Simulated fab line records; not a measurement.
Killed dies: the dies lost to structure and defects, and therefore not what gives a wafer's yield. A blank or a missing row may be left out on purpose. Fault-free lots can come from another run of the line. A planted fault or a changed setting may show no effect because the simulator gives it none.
What tool caused it? + flow sky130 + 12 lots (36 wafers sampled), 1 step of a 708-step route

## WHAT EACH GAUGE READ, for each wafer
SKY_CONTACT_THK_MEAS_26: measures by xrf.
| lot  | measured     | on            | CONTACT_W_THK (nm) |
|------|--------------|---------------|--------------------|
| L075 | day 31 06:16 | film metro-04 | 319 320 318        |
| L077 | day 32 14:10 | film metro-01 | 322 320 324        |
| L079 | day 33 02:53 | film metro-01 | 325 318 319        |
| L081 | day 34 01:00 | film metro-02 | 319 321 318        |
| L083 | day 34 10:02 | film metro-04 | 323 322 321        |
| L086 | day 35 02:58 | film metro-04 | 327 326 323        |
| L087 | day 35 15:55 | film metro-02 | 320 324 316        |
| L089 | day 36 05:50 | film metro-04 | 323 323 327        |
| L091 | day 36 17:48 | film metro-02 | 317 319 322        |
| L094 | day 38 20:42 | film metro-02 | 315 314 318        |
| L095 | day 38 22:46 | film metro-02 | 314 314 316        |
| L097 | day 39 05:54 | film metro-02 | 319 318 323        |

## WHICH TOOL RAN EACH LOT (tool, then ch and the chambers of the sampled wafers, then the start)
Before these readings, the record contains no process step.

## THE ANSWER, worked out from the rows above alone
Rule: what is usual is taken from the lots themselves. The widest of any qualifying gaps counts: lots, ordered by their means at a reading, are off when they make up no more than a third of the lots, leave a main group of 4 or more, and stand apart from it by 3 or more times the standard deviation of that group's means. A main group is skipped when, at the precision printed for the reading in the tables above, its means are all equal. Also off: a lot with no number at a reading for which 4 or more lots have one. Any other lot the step has rows for is counted as sound.
No lot is off at any reading shown: from this, nothing can be told.

## WHAT THE SIMULATOR PUT IN
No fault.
